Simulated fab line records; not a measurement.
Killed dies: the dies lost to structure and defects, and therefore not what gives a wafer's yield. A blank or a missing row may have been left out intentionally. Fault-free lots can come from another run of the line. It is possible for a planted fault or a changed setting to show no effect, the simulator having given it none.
fab line records -- flow sky130
[record] lots = 11, wafers = 32, lastDay = 50
route steps=708 shown METAL4@598 CAP2M@615 PAD_OPEN@708
lots that met no fault: from a run of the same line without faults
startH: hours from the record's opening day to when the first of the lot's shown wafers began -- waitH: hours from the lot's prior step to this one -- " identical to the entry in the row above -- L1.1+2: several wafers, shown together as one row -- - no value present, or no start provided -- * or withheld: withheld -- < > ~ a bound
route shown NAME@n: a module of which the file shows steps, and the number in the route of the first -- usual: mean/standard deviation of fault-free wafers -- same: alike in all rows -- chamber/n: place in a boat -- sites: per-site readings -- _std_site: how widely they spread, as a standard deviation -- _edge_site: the outer-site mean with the inner-site mean subtracted -- radiusMm: for every site, how far away it sits from the centre of the wafer -- mask NAME#n: copy n -- behind: tool/chamber where the wafer was last shaped -- hold: why the lot was held/for how many hours/how that ended -- device: which transistor (n, p or np) failed to switch -- end of line: tests run on the same wafers once the route is complete -- a step given without rows: its recipe and nothing more -- killed: not the wafer's yield, but the dies lost to structure and defects at the first sort -- map: the dies of a wafer, with x for killed, . for not killed, _ for no die there
set.NAME: the run value of the setting; set.NAME@STEP: its run value at that earlier step -- model.NAME: the simulator's own value behind a step, which no gauge read
one table for each step of the route and one row for each wafer, over a sample of lots
services: a tool's chamber out of use, with start hour (startH, from the record's first day; less than 0 if before it), hours out, and reason
[[steps]]
[step SKY_METAL4_SPUTTER_00]
[recipe] material = Ti, targetThkNm = 15, powerW = 3000, timeS = 10, chamberPressurePa = 0.4
[usual] throttleValvePct = 29.7/0.99
lot.wafer,tool,chamber,startH,waitH,throttleValvePct
L683.2,pvdSputter-04,-,933.78,0.2,28.1
L683.3,pvdSputter-04,-,933.78,0.2,32.5
L683.4,pvdSputter-04,-,933.78,0.2,30.2
L684.3,pvdSputter-04,-,945.29,0.1,28.2
L684.4,pvdSputter-04,-,945.29,0.1,30.3
L684.6,pvdSputter-04,-,945.29,0.1,28.3
L686.1,pvdSputter-04,-,962.20,0.2,28.4
L686.3,pvdSputter-04,-,962.20,0.2,30.3
L686.6,pvdSputter-04,-,962.20,0.2,28.0
L685.1,pvdSputter-03,-,963.26,0.2,30.1
L685.4,pvdSputter-03,-,963.26,0.2,30.3
L685.6,pvdSputter-03,-,963.26,0.2,28.5
L688.3,pvdSputter-03,-,964.80,0.1,28.7
L688.4,pvdSputter-03,-,964.80,0.1,30.1
L688.5,pvdSputter-03,-,964.80,0.1,30.1
L689.1,pvdSputter-01,-,984.86,0.1,29.7
L689.2,pvdSputter-01,-,984.86,0.1,29.6
L689.4,pvdSputter-01,-,984.86,0.1,30.5
L696.4,pvdSputter-01,-,1024.20,0.1,30.6
L696.5,pvdSputter-01,-,1024.20,0.1,29.5
L696.6,pvdSputter-01,-,1024.20,0.1,29.7
L698.4,pvdSputter-03,-,1039.28,0.2,30.0
L698.5,pvdSputter-03,-,1039.28,0.2,28.5
L701.2,pvdSputter-03,-,1059.22,0.2,28.5
L701.4,pvdSputter-03,-,1059.22,0.2,30.0
L701.6,pvdSputter-03,-,1059.22,0.2,28.6
L704.1,pvdSputter-03,-,1068.52,0.1,30.2
L704.3,pvdSputter-03,-,1068.52,0.1,30.3
L704.5,pvdSputter-03,-,1068.52,0.1,28.6
L705.1,pvdSputter-03,-,1072.11,0.2,30.3
L705.2,pvdSputter-03,-,1072.11,0.2,28.5
L705.6,pvdSputter-03,-,1072.11,0.2,28.3
[step SKY_CAP2M_OVL_MEAS_12]
[usual] CAP2M_OVL = 0.3/1.5
lot.wafer,tool,chamber,startH,waitH,CAP2M_OVL[nm]
L683.2,overlay-02,-,958.46,0.1,-0.6
L683.3,overlay-02,-,958.46,0.1,-1.7
L683.4,overlay-02,-,958.46,0.1,-2.0
L684.3,overlay-01,-,969.34,0.1,2.1
L684.4,overlay-01,-,969.34,0.1,1.4
L684.6,overlay-01,-,969.34,0.1,1.9
L686.1,overlay-02,-,985.91,0.1,1.0
L686.3,overlay-02,-,985.91,0.1,1.7
L686.6,overlay-02,-,985.91,0.1,1.3
L685.1,overlay-01,-,986.78,0.1,1.9
L685.4,overlay-01,-,986.78,0.1,0.5
L685.6,overlay-01,-,986.78,0.1,1.0
L688.3,overlay-01,-,988.37,0.1,1.0
L688.4,overlay-01,-,988.37,0.1,2.3
L688.5,overlay-01,-,988.37,0.1,2.1
L689.1,overlay-01,-,1008.11,0.1,2.3
L689.2,overlay-01,-,1008.11,0.1,-0.9
L689.4,overlay-01,-,1008.11,0.1,0.8
L696.4,overlay-01,-,1046.87,0.1,-1.6
L696.5,overlay-01,-,1046.87,0.1,-1.5
L696.6,overlay-01,-,1046.87,0.1,-1.4
L698.4,overlay-02,-,1061.60,0.1,1.9
L698.5,overlay-02,-,1061.60,0.1,1.3
L701.2,overlay-02,-,1080.73,0.1,-1.4
L701.4,overlay-02,-,1080.73,0.1,-0.4
L701.6,overlay-02,-,1080.73,0.1,-2.8
L704.1,overlay-01,-,1090.08,0.1,0.4
L704.3,overlay-01,-,1090.08,0.1,2.0
L704.5,overlay-01,-,1090.08,0.1,1.6
L705.1,overlay-02,-,1092.73,0.1,-2.1
L705.2,overlay-02,-,1092.73,0.1,0.4
L705.6,overlay-02,-,1092.73,0.1,0.5
[step SKY_METAL4_OVL_MEAS_14]
[usual] METAL4_OVL = -3/5.6
lot.wafer,tool,chamber,startH,waitH,METAL4_OVL[nm]
L683.2,overlay-01,-,982.75,0.1,-3
L683.3,overlay-01,-,982.75,0.1,12
L683.4,overlay-01,-,982.75,0.1,6
L684.3,overlay-01,-,992.97,0.1,-8
L684.4,overlay-01,-,992.97,0.1,-18
L684.6,overlay-01,-,992.97,0.1,-9
L686.1,overlay-02,-,1009.60,0.1,-3
L686.3,overlay-02,-,1009.60,0.1,-2
L686.6,overlay-02,-,1009.60,0.1,-3
L685.1,overlay-01,-,1010.60,0.1,-14
L685.4,overlay-01,-,1010.60,0.1,-13
L685.6,overlay-01,-,1010.60,0.1,-13
L688.3,overlay-02,-,1012.67,0.1,-1
L688.4,overlay-02,-,1012.67,0.1,-4
L688.5,overlay-02,-,1012.67,0.1,-3
L689.1,overlay-02,-,1031.60,0.1,-7
L689.2,overlay-02,-,1031.60,0.1,0
L689.4,overlay-02,-,1031.60,0.1,-5
L696.4,overlay-01,-,1068.88,0.1,-3
L696.5,overlay-01,-,1068.88,0.1,1
L696.6,overlay-01,-,1068.88,0.1,4
L698.4,overlay-02,-,1083.08,0.1,4
L698.5,overlay-02,-,1083.08,0.1,-6
L701.2,overlay-02,-,1101.87,0.1,-6
L701.4,overlay-02,-,1101.87,0.1,-3
L701.6,overlay-02,-,1101.87,0.1,-1
L704.1,overlay-02,-,1111.26,0.1,-5
L704.3,overlay-02,-,1111.26,0.1,-7
L704.5,overlay-02,-,1111.26,0.1,-7
L705.1,overlay-01,-,1113.61,0.1,-1
L705.2,overlay-01,-,1113.61,0.1,2
L705.6,overlay-01,-,1113.61,0.1,11
[step SKY_METAL4_ETCH_16]
[recipe] chemistry = N2/H2, target = BARC, ionEnergyEv = 200, biasW = 100, pressureMtorr = 30, n2FlowSccm = 100, h2FlowSccm = 200, icpW = 500, stopOn = SiO2, timeS = 88.2, targetDepthA = 600
[usual] biasW = 100.0/0.31, chamberPressureMTorr = 30.003/0.028, drypumpMotorCurrentA = 5.5/0.4, oesProductAu = 0.626/0.0045, runLengthS = 116.8/1, throttleValvePct = 13.205/0.0084
lot.wafer,tool,chamber,startH,waitH,biasW,chamberPressureMTorr,drypumpMotorCurrentA,oesProductAu,rfHoursCounterH,runLengthS,throttleValvePct
L683.2,rieMetal-03,1,982.82,0.0,100.0,29.986,6.2,0.629,14,116.2,13.196
L683.3,rieMetal-03,1,982.82,0.0,100.6,29.995,6.2,0.629,-,116.5,13.210
L683.4,rieMetal-03,0,982.82,0.0,99.7,30.021,5.7,0.625,-,116.3,13.208
L684.3,rieMetal-02,0,993.06,0.0,99.9,30.011,5.8,0.624,-,117.0,13.211
L684.4,rieMetal-02,1,993.06,0.0,100.0,30.005,5.2,0.626,-,115.9,13.189
L684.6,rieMetal-02,0,993.06,0.0,99.8,30.036,5.8,0.625,-,117.0,13.194
L686.1,rieMetal-03,0,1009.67,0.0,99.7,30.063,5.7,0.613,13,116.3,13.201
L686.3,rieMetal-03,1,1009.67,0.0,100.3,29.974,6.2,0.630,-,115.8,13.213
L686.6,rieMetal-03,0,1009.67,0.0,100.2,30.006,5.7,0.630,-,116.5,13.188
L685.1,rieMetal-01,0,1010.67,0.0,100.4,30.032,4.9,0.633,14,117.1,13.212
L685.4,rieMetal-01,0,1010.67,0.0,99.9,30.045,4.9,0.623,-,117.3,13.214
L685.6,rieMetal-01,0,1010.67,0.0,100.4,29.986,4.9,0.624,-,117.0,13.219
L688.3,rieMetal-02,0,1012.76,0.0,99.6,29.982,5.8,0.620,-,117.1,13.205
L688.4,rieMetal-02,1,1012.76,0.0,100.7,30.015,5.2,0.628,-,115.9,13.205
L688.5,rieMetal-02,0,1012.76,0.0,100.5,29.982,5.8,0.620,-,116.9,13.208
L689.1,rieMetal-01,1,1031.67,0.0,100.0,30.008,5.7,0.630,9,116.4,13.197
L689.2,rieMetal-01,0,1031.67,0.0,100.3,29.991,4.9,0.625,16,117.0,13.212
L689.4,rieMetal-01,1,1031.67,0.0,100.2,29.976,5.7,0.626,-,115.8,13.213
L696.4,rieMetal-02,1,1068.98,0.1,100.2,30.025,5.2,0.627,-,119.5,13.197
L696.5,rieMetal-02,0,1068.98,0.1,-,30.017,5.8,0.980,-,78.8,13.258
L696.6,rieMetal-02,1,1068.98,0.1,99.7,30.014,5.2,0.623,-,118.9,13.192
L698.4,rieMetal-02,1,1083.16,0.0,100.0,30.071,5.2,0.624,-,116.2,13.202
L698.5,rieMetal-02,0,1083.16,0.0,-,30.044,5.8,0.980,-,76.5,13.231
L701.2,rieMetal-03,1,1101.93,0.0,99.7,29.949,6.2,0.624,20,116.4,13.229
L701.4,rieMetal-03,1,1101.93,0.0,99.6,29.977,6.2,0.626,-,116.2,13.195
L701.6,rieMetal-03,1,1101.93,0.0,99.8,29.997,6.2,0.626,-,116.1,13.203
L704.1,rieMetal-01,0,1111.33,0.0,100.0,29.978,5.0,0.626,23,117.0,13.204
L704.3,rieMetal-01,1,1111.33,0.0,99.6,29.994,5.7,0.621,-,115.8,13.202
L704.5,rieMetal-01,0,1111.33,0.0,99.9,30.018,5.0,0.626,-,117.1,13.205
L705.1,rieMetal-01,1,1113.68,0.0,100.8,30.020,5.8,0.627,16,115.8,13.202
L705.2,rieMetal-01,0,1113.68,0.0,100.0,30.023,4.9,0.630,23,117.4,13.209
L705.6,rieMetal-01,1,1113.68,0.0,100.7,29.992,5.7,0.626,-,116.3,13.215
[step SKY_METAL4_STRIP_19]
[recipe] chemistry = O2/N2, powerW = 1400, pressureMtorr = 1500, platenTempC = withheld, o2FlowSccm = 3000, n2FlowSccm = 300, overashFraction = 0.5
[usual] chamberPressureMTorr = 1500.0/1.4, drypumpMotorCurrentA = 5.4/0.38, oesProductAu = 0.504/0.0047, stripTimeToEndpointS = 6.59/0.06
lot.wafer,tool,chamber,startH,waitH,chamberPressureMTorr,drypumpMotorCurrentA,oesProductAu,rfHoursCounterH,stripTimeToEndpointS
L683.2,plasmaAsher-01,1,983.11,0.1,1500.2,5.7,0.505,24,6.56
L683.3,plasmaAsher-01,1,983.11,0.1,1499.6,5.7,0.509,-,6.66
L683.4,plasmaAsher-01,0,983.11,0.1,1498.4,5.9,0.500,-,6.58
L684.3,plasmaAsher-04,1,993.36,0.1,1500.6,5.3,0.516,-,6.64
L684.4,plasmaAsher-04,0,993.36,0.1,1499.9,5.4,0.500,-,6.56
L684.6,plasmaAsher-04,1,993.36,0.1,1497.7,5.3,0.504,-,6.59
L686.1,plasmaAsher-01,1,1009.96,0.1,1500.6,5.7,0.498,26,6.48
L686.3,plasmaAsher-01,1,1009.96,0.1,1499.3,5.7,0.506,-,6.67
L686.6,plasmaAsher-01,1,1009.96,0.1,1501.5,5.7,0.497,-,6.58
L685.1,plasmaAsher-01,0,1010.96,0.1,1499.0,5.9,0.498,27,6.63
L685.4,plasmaAsher-01,0,1010.96,0.1,1501.3,5.9,0.505,-,6.60
L685.6,plasmaAsher-01,1,1010.96,0.1,1501.6,5.7,0.505,-,6.57
L688.3,plasmaAsher-01,0,1013.05,0.1,1499.1,5.8,0.504,-,6.54
L688.4,plasmaAsher-01,1,1013.05,0.1,1499.8,5.7,0.502,-,6.46
L688.5,plasmaAsher-01,1,1013.05,0.1,1500.0,5.7,0.504,-,6.57
L689.1,plasmaAsher-01,1,1031.96,0.1,1499.1,5.7,0.508,28,6.58
L689.2,plasmaAsher-01,0,1031.96,0.1,1500.9,5.9,0.506,28,6.60
L689.4,plasmaAsher-01,1,1031.96,0.1,1499.9,5.7,0.498,-,6.58
L696.4,plasmaAsher-04,1,1069.30,0.1,1500.0,5.3,0.496,-,6.54
L696.5,plasmaAsher-04,1,1069.30,0.1,1501.4,5.3,0.513,-,6.81
L696.6,plasmaAsher-04,0,1069.30,0.1,1500.3,5.4,0.508,-,6.68
L698.4,plasmaAsher-01,0,1083.46,0.1,1498.1,5.9,0.502,-,6.57
L698.5,plasmaAsher-01,0,1083.46,0.1,1504.1,5.9,0.507,-,6.74
L701.2,plasmaAsher-02,1,1102.22,0.1,1500.8,4.9,0.504,4,6.60
L701.4,plasmaAsher-02,1,1102.22,0.1,1499.7,4.8,0.506,-,6.70
L701.6,plasmaAsher-02,1,1102.22,0.1,1499.1,4.8,0.504,-,6.56
L704.1,plasmaAsher-04,1,1111.62,0.1,1499.2,5.3,0.516,68,6.67
L704.3,plasmaAsher-04,1,1111.62,0.1,1501.4,5.3,0.503,-,6.50
L704.5,plasmaAsher-04,0,1111.62,0.1,1501.1,5.4,0.504,-,6.55
L705.1,plasmaAsher-01,1,1113.97,0.1,1498.0,5.7,0.499,37,6.63
L705.2,plasmaAsher-01,0,1113.97,0.1,1499.4,5.9,0.501,37,6.64
L705.6,plasmaAsher-01,1,1113.97,0.1,1501.7,5.7,0.504,-,6.58
[step SKY_PAD_OPEN_PROBE_99]
[usual] defectLimitedYield = 82.4/1.9, killed_at_M0_to_M3 = 43/7.5, killed_at_M4_up = 3.3/1.9, killedAtContacts = 24/4.6, killedAtFrontEnd = 16/4.9, killedAtOther = 0.2/0.46, killedDies = 87/9.1, killedOpen = 47/7.4, killedShort = 39/6.6, sort_bin_3_pad_short = 0.9/0.43, sort_bin_5_function = 10.3/1.4, sort_bin_6_memory = 6.4/1.1, sortNPass = 405/9.1, sortYieldPct = 82.4/1.9
[same] grossDies = 492, killedAtBackSide = 0, sort_bin_4_leakage[%] = 0, sort_bin_8_speed[%] = 0
lot.wafer,tool,chamber,startH,waitH,defectLimitedYield[%],killed_at_M0_to_M3,killed_at_M4_up,killedAtContacts,killedAtFrontEnd,killedAtOther,killedDies,killedOpen,killedShort,sort_bin_3_pad_short[%],sort_bin_5_function[%],sort_bin_6_memory[%],sortNPass,sortYieldPct[%]
L683.2,prober-02,-,1078.98,0.1,83.1,44,0,25,14,0,83,44,39,0.8,10.4,5.7,409,83.1
L683.3,prober-02,-,1079.03,0.2,84.3,36,5,20,16,0,77,47,30,0.4,9.8,5.5,415,84.3
L683.4,prober-02,-,1079.08,0.2,82.9,42,0,25,17,0,84,48,36,1.0,8.7,7.3,408,82.9
L684.3,prober-01,-,1088.35,0.2,80.7,44,4,36,11,0,95,46,45,0.8,11.2,7.3,397,80.7
L684.4,prober-01,-,1088.40,0.2,79.7,49,7,26,18,0,100,51,48,0.8,14.2,5.3,392,79.7
L684.6,prober-01,-,1088.50,0.2,80.5,50,5,31,10,0,96,54,40,1.2,11.6,6.7,396,80.5
L685.1,prober-02,-,1103.80,0.1,83.5,43,5,21,12,0,81,43,38,0.8,10.6,5.1,411,83.5
L685.4,prober-02,-,1103.95,0.2,82.3,43,3,22,19,0,87,47,40,0.8,9.8,7.1,405,82.3
L685.6,prober-02,-,1104.05,0.2,82.3,46,3,27,11,0,87,46,40,0.6,10.0,7.1,405,82.3
L686.1,prober-01,-,1103.80,0.1,81.7,42,3,26,18,1,90,49,39,0.8,12.8,4.7,402,81.7
L686.3,prober-01,-,1103.90,0.2,81.5,43,0,28,20,0,91,53,38,1.0,10.0,7.5,401,81.5
L686.6,prober-01,-,1104.05,0.2,82.1,48,2,27,11,0,88,38,49,1.0,9.3,7.5,404,82.1
L688.3,prober-02,-,1106.36,0.2,81.9,44,3,27,15,0,89,46,43,0,9.8,8.3,403,81.9
L688.4,prober-02,-,1106.41,0.2,85.0,39,0,20,15,0,74,39,34,0.6,10.6,3.9,418,85.0
L688.5,prober-02,-,1106.46,0.2,81.5,47,3,21,20,0,91,51,39,0.4,12.0,6.1,401,81.5
L689.1,prober-01,-,1121.05,0.1,82.9,40,3,26,15,0,84,50,33,1.2,9.6,6.3,408,82.9
L689.2,prober-01,-,1121.10,0.1,82.7,40,2,25,18,0,85,39,46,1.0,11.2,5.1,407,82.7
L689.4,prober-01,-,1121.20,0.2,79.5,54,3,22,21,1,101,55,44,0.6,11.8,8.1,391,79.5
L696.4,prober-02,-,1153.52,0.2,84.3,36,3,23,14,1,77,41,36,0.6,10.6,4.5,415,84.3
L696.5,prober-02,-,1153.57,0.2,79.9,40,4,23,32,0,99,50,49,1.0,13.2,5.9,393,79.9
L696.6,prober-02,-,1153.62,0.2,83.1,30,5,35,13,0,83,53,30,0.6,8.3,7.9,409,83.1
L701.2,prober-01,-,1181.35,0.1,85.8,37,2,20,10,1,70,45,25,0.4,8.9,4.9,422,85.8
L701.4,prober-01,-,1181.45,0.2,84.3,40,0,28,9,0,77,47,30,0.4,10.6,4.7,415,84.3
L701.6,prober-01,-,1181.55,0.2,82.9,40,1,30,13,0,84,44,40,0.4,9.8,6.9,408,82.9
L704.1,prober-02,-,1189.38,0.1,81.7,52,3,20,14,1,90,48,42,1.4,11.0,5.9,402,81.7
L704.3,prober-02,-,1189.48,0.2,81.7,44,1,28,17,0,90,49,41,0.4,10.8,7.1,402,81.7
L704.5,prober-02,-,1189.58,0.2,81.1,47,3,24,19,0,93,50,43,1.2,10.6,7.1,399,81.1
L705.1,prober-01,-,1190.30,0.1,84.3,30,5,21,21,0,77,38,39,0.4,11.0,4.3,415,84.3
L705.2,prober-01,-,1190.35,0.1,83.7,37,4,25,13,1,80,49,31,0,11.0,5.3,412,83.7
L705.6,prober-01,-,1190.55,0.2,82.9,42,6,16,19,1,84,46,38,0.6,9.8,6.7,408,82.9
// killed by level:class
L683.2 LI_CONTACT:geometricParticle:open=11 VIA1:geometricParticle:open=9 METAL2:geometricParticle:short=8 CONTACT:geometricParticle:open=6 POLY_GATE:geometricParticle:short=5 METAL3:geometricParticle:short=5 FIELD_ISO:geometricParticle:short=4 CONTACT:geometricParticle:short=4
L683.3 LI_CONTACT:geometricParticle:open=8 VIA3:geometricParticle:open=8 VIA1:geometricParticle:open=7 METAL1:geometricParticle:short=7 CONTACT:geometricParticle:open=6 FIELD_ISO:geometricParticle:open=5 POLY_GATE:geometricParticle:open=5 FIELD_ISO:geometricParticle:short=4
L683.4 VIA1:geometricParticle:open=12 CONTACT:geometricParticle:open=10 VIA2:geometricParticle:open=8 LI_CONTACT:geometricParticle:open=7 METAL2:geometricParticle:short=7 METAL1:geometricParticle:short=5 FIELD_ISO:geometricParticle:short=5 POLY_GATE:geometricParticle:open=5
L684.3 CONTACT:geometricParticle:open=14 LI_CONTACT:geometricParticle:open=10 VIA1:geometricParticle:open=10 METAL2:geometricParticle:short=9 CONTACT:geometricParticle:short=6 VIA1:geometricParticle:short=6 METAL1:geometricParticle:short=5 LOCAL_INTERCONNECT:geometricParticle:short=4
L684.4 VIA1:geometricParticle:open=15 CONTACT:geometricParticle:open=12 FIELD_ISO:geometricParticle:short=7 VIA2:geometricParticle:open=7 CONTACT:geometricParticle:short=6 METAL1:geometricParticle:short=6 VIA3:geometricParticle:open=5 VIA1:geometricParticle:short=5
L684.6 VIA1:geometricParticle:open=16 CONTACT:geometricParticle:short=11 CONTACT:geometricParticle:open=8 VIA2:geometricParticle:open=7 VIA3:geometricParticle:open=7 LI_CONTACT:geometricParticle:open=6 METAL2:geometricParticle:short=6 METAL4:geometricParticle:short=5
L685.1 VIA2:geometricParticle:open=10 CONTACT:geometricParticle:open=7 METAL1:geometricParticle:short=6 VIA3:geometricParticle:open=6 LI_CONTACT:geometricParticle:open=5 LOCAL_INTERCONNECT:geometricParticle:short=5 VIA1:geometricParticle:open=5 POLY_GATE:geometricParticle:open=4
L686.1 CONTACT:geometricParticle:open=9 LI_CONTACT:geometricParticle:open=8 METAL1:geometricParticle:short=7 VIA3:geometricParticle:open=7 VIA1:geometricParticle:open=6 FIELD_ISO:geometricParticle:short=5 LI_CONTACT:geometricParticle:short=5 VIA2:geometricParticle:open=5
L686.3 CONTACT:geometricParticle:open=11 VIA3:geometricParticle:open=9 VIA1:geometricParticle:open=8 FIELD_ISO:geometricParticle:short=6 LOCAL_INTERCONNECT:geometricParticle:short=5 LI_CONTACT:geometricParticle:open=5 METAL2:geometricParticle:short=5 FIELD_ISO:geometricParticle:open=4
L685.4 VIA1:geometricParticle:open=11 CONTACT:geometricParticle:open=8 POLY_GATE:geometricParticle:short=7 VIA2:geometricParticle:open=7 METAL1:geometricParticle:short=6 METAL2:geometricParticle:short=6 LI_CONTACT:geometricParticle:open=5 LOCAL_INTERCONNECT:geometricParticle:short=5
L685.6 VIA1:geometricParticle:open=10 LI_CONTACT:geometricParticle:open=8 VIA2:geometricParticle:open=8 CONTACT:geometricParticle:open=8 VIA3:geometricParticle:open=6 METAL1:geometricParticle:short=6 LOCAL_INTERCONNECT:geometricParticle:short=5 CONTACT:geometricParticle:short=5
L686.6 VIA1:geometricParticle:short=10 VIA1:geometricParticle:open=8 CONTACT:geometricParticle:open=7 CONTACT:geometricParticle:short=7 METAL1:geometricParticle:short=6 METAL2:geometricParticle:short=5 VIA3:geometricParticle:short=4 LI_CONTACT:geometricParticle:short=4
L688.3 VIA1:geometricParticle:open=12 CONTACT:geometricParticle:open=8 LI_CONTACT:geometricParticle:open=6 VIA3:geometricParticle:open=6 LI_CONTACT:geometricParticle:short=5 VIA2:geometricParticle:open=5 FIELD_ISO:geometricParticle:short=4 METAL1:geometricParticle:short=4
L688.4 VIA1:geometricParticle:open=8 CONTACT:geometricParticle:open=8 VIA1:geometricParticle:short=7 VIA3:geometricParticle:open=6 VIA2:geometricParticle:open=4 FIELD_ISO:geometricParticle:open=3 FIELD_ISO:geometricParticle:short=3 POLY_GATE:geometricParticle:short=3
L688.5 VIA1:geometricParticle:open=12 CONTACT:geometricParticle:open=9 VIA1:geometricParticle:short=7 LI_CONTACT:geometricParticle:open=6 METAL2:geometricParticle:short=6 FIELD_ISO:geometricParticle:open=5 VIA2:geometricParticle:open=5 VIA3:geometricParticle:open=5
L689.1 VIA1:geometricParticle:open=11 CONTACT:geometricParticle:open=10 LI_CONTACT:geometricParticle:open=6 VIA2:geometricParticle:open=5 POLY_GATE:geometricParticle:short=4 POLY_CUT:geometricParticle:open=4 VIA3:geometricParticle:short=4 LOCAL_INTERCONNECT:geometricParticle:short=3
L689.2 VIA1:geometricParticle:open=11 LI_CONTACT:geometricParticle:open=9 FIELD_ISO:geometricParticle:short=8 LOCAL_INTERCONNECT:geometricParticle:short=7 VIA1:geometricParticle:short=6 VIA2:geometricParticle:open=6 CONTACT:geometricParticle:open=5 METAL1:geometricParticle:short=4
L689.4 VIA1:geometricParticle:open=14 VIA3:geometricParticle:open=10 FIELD_ISO:geometricParticle:short=8 VIA1:geometricParticle:short=8 FIELD_ISO:geometricParticle:open=7 LI_CONTACT:geometricParticle:open=7 CONTACT:geometricParticle:open=5 CONTACT:geometricParticle:short=5
L696.4 VIA1:geometricParticle:open=12 CONTACT:geometricParticle:open=8 CONTACT:geometricParticle:short=7 METAL2:geometricParticle:short=6 LI_CONTACT:geometricParticle:open=4 VIA3:geometricParticle:short=4 FIELD_ISO:geometricParticle:open=3 POLY_GATE:geometricParticle:open=3
L696.5 CONTACT:geometricParticle:open=10 POLY_GATE:geometricParticle:short=9 VIA2:geometricParticle:open=8 VIA1:geometricParticle:open=8 FIELD_ISO:geometricParticle:short=7 VIA1:geometricParticle:short=7 POLY_GATE:geometricParticle:open=6 LI_CONTACT:geometricParticle:open=6
L696.6 CONTACT:geometricParticle:open=10 VIA2:geometricParticle:open=9 LI_CONTACT:geometricParticle:open=9 CONTACT:geometricParticle:short=8 VIA1:geometricParticle:open=6 POLY_GATE:geometricParticle:open=5 LOCAL_INTERCONNECT:geometricParticle:short=5 VIA3:geometricParticle:open=5
L701.2 VIA2:geometricParticle:open=10 CONTACT:geometricParticle:open=7 VIA1:geometricParticle:open=7 VIA3:geometricParticle:open=5 POLY_GATE:geometricParticle:open=4 CONTACT:geometricParticle:short=4 METAL2:geometricParticle:open=4 METAL2:geometricParticle:short=4
L701.4 CONTACT:geometricParticle:open=11 LI_CONTACT:geometricParticle:open=9 VIA1:geometricParticle:open=8 VIA3:geometricParticle:open=6 METAL2:geometricParticle:short=6 VIA2:geometricParticle:open=6 CONTACT:geometricParticle:short=5 VIA1:geometricParticle:short=5
L701.6 CONTACT:geometricParticle:open=13 VIA3:geometricParticle:open=9 METAL2:geometricParticle:short=9 CONTACT:geometricParticle:short=7 VIA1:geometricParticle:open=6 FIELD_ISO:geometricParticle:open=5 FIELD_ISO:geometricParticle:short=4 LI_CONTACT:geometricParticle:short=4
L704.1 VIA1:geometricParticle:open=14 LI_CONTACT:geometricParticle:open=8 METAL1:geometricParticle:short=8 CONTACT:geometricParticle:open=6 VIA1:geometricParticle:short=6 VIA2:geometricParticle:open=5 METAL2:geometricParticle:short=5 VIA3:geometricParticle:short=5
L704.3 VIA1:geometricParticle:open=12 LI_CONTACT:geometricParticle:open=7 METAL1:geometricParticle:short=7 LI_CONTACT:geometricParticle:short=6 CONTACT:geometricParticle:open=6 METAL2:geometricParticle:short=6 FIELD_ISO:geometricParticle:open=5 CONTACT:geometricParticle:short=5
L704.5 VIA1:geometricParticle:open=11 LI_CONTACT:geometricParticle:open=8 VIA1:geometricParticle:short=7 VIA3:geometricParticle:open=7 FIELD_ISO:geometricParticle:open=6 CONTACT:geometricParticle:open=6 POLY_GATE:geometricParticle:short=5 METAL2:geometricParticle:short=5
L705.1 FIELD_ISO:geometricParticle:open=8 CONTACT:geometricParticle:open=8 VIA1:geometricParticle:open=7 METAL2:geometricParticle:short=7 METAL1:geometricParticle:short=5 POLY_GATE:geometricParticle:open=4 LI_CONTACT:geometricParticle:open=4 LOCAL_INTERCONNECT:geometricParticle:short=4
L705.2 VIA2:geometricParticle:open=10 LI_CONTACT:geometricParticle:open=9 CONTACT:geometricParticle:open=8 VIA1:geometricParticle:open=7 METAL1:geometricParticle:short=5 FIELD_ISO:geometricParticle:short=4 LOCAL_INTERCONNECT:geometricParticle:short=4 METAL2:geometricParticle:short=4
L705.6 VIA2:geometricParticle:open=12 VIA2:geometricParticle:short=7 FIELD_ISO:geometricParticle:open=6 VIA3:geometricParticle:open=6 FIELD_ISO:geometricParticle:short=5 LI_CONTACT:geometricParticle:open=5 VIA1:geometricParticle:open=5 CONTACT:geometricParticle:open=4
[[services]]
tool,chamber,startH,hours,kind
rieMetal-02,1,927.69,-,clean
rieMetal-02,1,927.69,17.4,scheduledDown
rieMetal-02,1,927.69,17.4,ventCycle
pvdSputter-03,-,939.05,2.1,repair
pvdSputter-04,1,945.45,-,consumableReplace:kit
pvdSputter-04,1,945.45,18.0,scheduledDown
pvdSputter-04,1,945.45,18.0,ventCycle
plasmaAsher-01,-,964.92,2.0,repair
pvdSputter-01,-,998.78,2.7,repair
plasmaAsher-01,-,1018.81,2.8,pm
rieMetal-03,-,1038.52,28.1,pm
pvdSputter-03,-,1044.18,1.0,repair
plasmaAsher-02,-,1046.27,2.1,repair
pvdSputter-04,0,1047.51,-,consumableReplace:kit
plasmaAsher-02,-,1055.25,9.0,pm
pvdSputter-01,-,1058.84,2.3,repair
pvdSputter-03,3,1063.61,-,consumableReplace:kit
pvdSputter-03,3,1063.61,18.0,scheduledDown
pvdSputter-03,3,1063.61,18.0,ventCycle
pvdSputter-03,-,1065.33,0.8,repair
plasmaAsher-02,-,1066.98,0.9,repair
plasmaAsher-02,-,1075.65,1.0,repair
rieMetal-01,0,1092.61,2.4,repair
pvdSputter-03,-,1109.54,4.6,repair
[[key]]
[firstSign] step = SKY_METAL4_ETCH_16, reading = oesProductAu, direction = up, sigmas = 79, usual = 0.626, struck = 0.980
[effect] step = SKY_METAL4_ETCH_16, reading = runLengthS, direction = down, sigmas = 39, usual = *, struck = *
[effect] step = SKY_METAL4_STRIP_19, reading = stripTimeToEndpointS, direction = up, sigmas = 3.1, usual = *, struck = *
metAt SKY_METAL4_ETCH_16
struckLots L696,L698
struckWafers L696.5,L698.5
sortLeftOut L698.5
notActingAt SKY_METAL4_SPUTTER_00,SKY_CAP2M_OVL_MEAS_12,SKY_METAL4_OVL_MEAS_14
onsetBetween 1012.76 1068.98
[fault] kind = processParameterDrift, tool = rieMetal-02, chamber = -, onsetH = 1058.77, steps = SKY_METAL4_ETCH_16, channel = timeS, offset = *, shape = step, endH = 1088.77, scope = struckWafersOnly, actsIn = *, stated = *
// sortLeftOut: the simulated sort isn't trusted on such a fault, so these wafers' sort isn't shown, and their yield isn't known
